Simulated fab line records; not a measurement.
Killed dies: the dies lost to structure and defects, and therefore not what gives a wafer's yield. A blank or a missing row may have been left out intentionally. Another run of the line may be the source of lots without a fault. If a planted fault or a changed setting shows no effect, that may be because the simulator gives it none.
Problem report, 8D (eight disciplines) form, completed by code | flow sky130 | the parts of the form that need people (team, actions taken, sign-off) are left out

1. THE PROBLEM
VT_ADJUST_NCORE_TW at SKY_VT_ADJUST_NCORE_TW_MEAS_11 reads a mean of 30 on 3 wafers of 1 lot; wafers without a fault read 218 with a standard deviation of 3. That is -63 standard deviations from the usual mean.
First observed at day 10 14:55: wafer L597.2, on filmMetro-01. The record has a number at this step for 39 wafers belonging to 13 lots. By rule, "out" or "out of limits" means more than 4 standard deviations away from the usual mean. The other wafers with a number count as sound.

2. WHAT IT IS AND WHAT IT IS NOT
question                    | is                     | is not
which readings at this step | VT_ADJUST_NCORE_TW     | -
which lots                  | L597                   | L591, L592, L593, L594, L596, L599, L603, L608, L609, L610, L612, L613
which wafers of those lots  | all that have a number | -
read on which gauges        | filmMetro-01           | filmMetro-03, filmMetro-04
when                        | from day 10 14:55      | up to then (15 sound wafers); but 21 sound wafers of L599, L603, L608, L609, L610, L612, L613 came after

3. SUSPECTS, AND WHAT RULES EACH OUT
Counting: a tool at any process step up to the reading remains a suspect when it ran all the lots that are out and ran no sound lot after the first of those.
- the gauge at SKY_VT_ADJUST_NCORE_TW_MEAS_11 is ruled out. All the wafers that are out were read on filmMetro-01, but those of them that SKY_VT_ADJUST_LVTN_STRIP_20 has rows for are out there too, on other tools.
- plasmaAsher-03 at SKY_VT_ADJUST_LVTN_STRIP_20 (strips in O2/N2): ruled out as a lasting fault. Following L597 (day 9 15:59), the first lot on it that is out, the sound lots L609, L610 were run on it.
- plasmaAsher-03 at SKY_VT_ADJUST_NCORE_STRIP_10 (strips in O2/N2): ruled out as a lasting fault. Following L597 (day 10 14:48), the first lot on it that is out, the sound lots L599, L612 were run on it.
Left after counting: nothing in the record.

4. THE CAUSE (what the simulator had put in)
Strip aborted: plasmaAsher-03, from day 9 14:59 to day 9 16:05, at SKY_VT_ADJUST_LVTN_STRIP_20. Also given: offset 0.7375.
The count ruled it out by mistake, since the rule takes a fault to strike every lot its tool runs from the start of the fault on, and this one did not do so.

5. THE CHAIN OF EFFECTS, in route order
Each row: a reading whose mean over the struck wafers that have a number lies more than 3 standard deviations from the usual. Scope: only readings with a usual standard deviation given in the record; hours: median across lots of the time from each lot's start at the first step in this table that gives one to its start at this step; sigmas: change in usual standard deviations.
hours | step                           | reading              | usual      | on struck wafers | change | sigmas
0     | SKY_VT_ADJUST_LVTN_STRIP_20    | oesProductAu         | 0.716 a.u. | 0.927            | +0.211 | +47
23    | SKY_VT_ADJUST_NCORE_STRIP_10   | stripTimeToEndpointS | 14.22 s    | 22.71            | +8.49  | +99 or more
23    | SKY_VT_ADJUST_NCORE_TW_MEAS_11 | VT_ADJUST_NCORE_TW   | 218        | 30               | -188   | -63
Process steps it contains:
- SKY_VT_ADJUST_LVTN_STRIP_20: strips in O2/N2.
- SKY_VT_ADJUST_NCORE_STRIP_10: strips in O2/N2.
Readings that are blank on the struck wafers while sound wafers have them: stripTimeToEndpointS at SKY_VT_ADJUST_LVTN_STRIP_20.
Later steps that measure or inspect, where all struck wafers having a row at the step show a number for every such reading and not one has moved that far: SKY_SONOS_ONO_THK_MEAS_01, SKY_GATE_OXIDE_TW_MEAS_14.

6. WHAT WOULD HAVE CAUGHT IT SOONER
24 hours passed between the start of the fault at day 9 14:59 and the first reading out of limits at a measuring or inspecting step in this record, taken at day 10 14:55.
Tool's own readings at SKY_VT_ADJUST_LVTN_STRIP_20, oesProductAu: out on all struck wafers the step has rows for; an alarm limit on them would have tripped on the first.
